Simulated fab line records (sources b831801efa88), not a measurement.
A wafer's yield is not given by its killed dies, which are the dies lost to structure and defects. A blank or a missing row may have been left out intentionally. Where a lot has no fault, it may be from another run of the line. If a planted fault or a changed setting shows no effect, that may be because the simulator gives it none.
Chamber matching    flow sky130    cmp-01 running SKY_VIA3_CMP_24: 4 sister chambers
The step polishes, stops on SiO2, t overpolish 20 s, target thk 0 nm. 8 wafers are shown with their chamber, then 12 later ones without.

== WAFERS PAIRED WITH THEIR CHAMBERS ==
wafer   chamber  motorCurrentA (A)  timeToEndpointS (s)
L086.3  2        11.1               101
L086.4  0        10.5               95
L087.3  2        10.9               100
L087.4  3        10.5               93
L087.6  1        9.0                91
L088.1  0        10.9               96
L088.2  1        8.4                94
L088.4  3        10.4               95

== WAFERS MISSING THEIR CHAMBER ==
wafer   motorCurrentA (A)  timeToEndpointS (s)
L090.3  10.7               99
L090.5  11.4               108
L090.6  9.5                95
L089.2  10.6               97
L089.4  8.6                94
L089.5  10.4               96
L093.1  10.8               99
L093.5  10.9               97
L093.6  9.0                93
L097.1  11.6               100
L097.2  10.5               90
L097.3  8.8                91

== CHAMBER TAKEN BY EACH ==
wafer   from the rows above           in truth
L090.3  can't be placed: 2 or 0       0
L090.5  2                             2
L090.6  can't be placed: 1 or 3 or 0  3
L089.2  can't be placed: 0 or 3 or 2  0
L089.4  1                             1
L089.5  can't be placed: 0 or 3       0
L093.1  can't be placed: 2 or 0       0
L093.5  can't be placed: 0 or 2 or 3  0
L093.6  1                             1
L097.1  2                             2
L097.2  can't be placed: 3 or 0       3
L097.3  1                             1
Placed correctly: 5 of 12. These rows do not allow placing 7 (true chamber among the candidates in 7). 0 placed wrongly.
How it was worked out, from the rows above alone: a wafer's distance from a chamber is the root of the sum, over the readings, of the square of ((its reading less the chamber's mean) divided by the reading's scatter). The wafer belongs to the nearest chamber; if the next one is less than 2 further off, it can't be placed. Each chamber's mean is taken over the wafers shown for it. The scatter: the root of (the sum of the squares of (reading less its chamber's mean) over the shown wafers, divided by (wafers less chambers)).
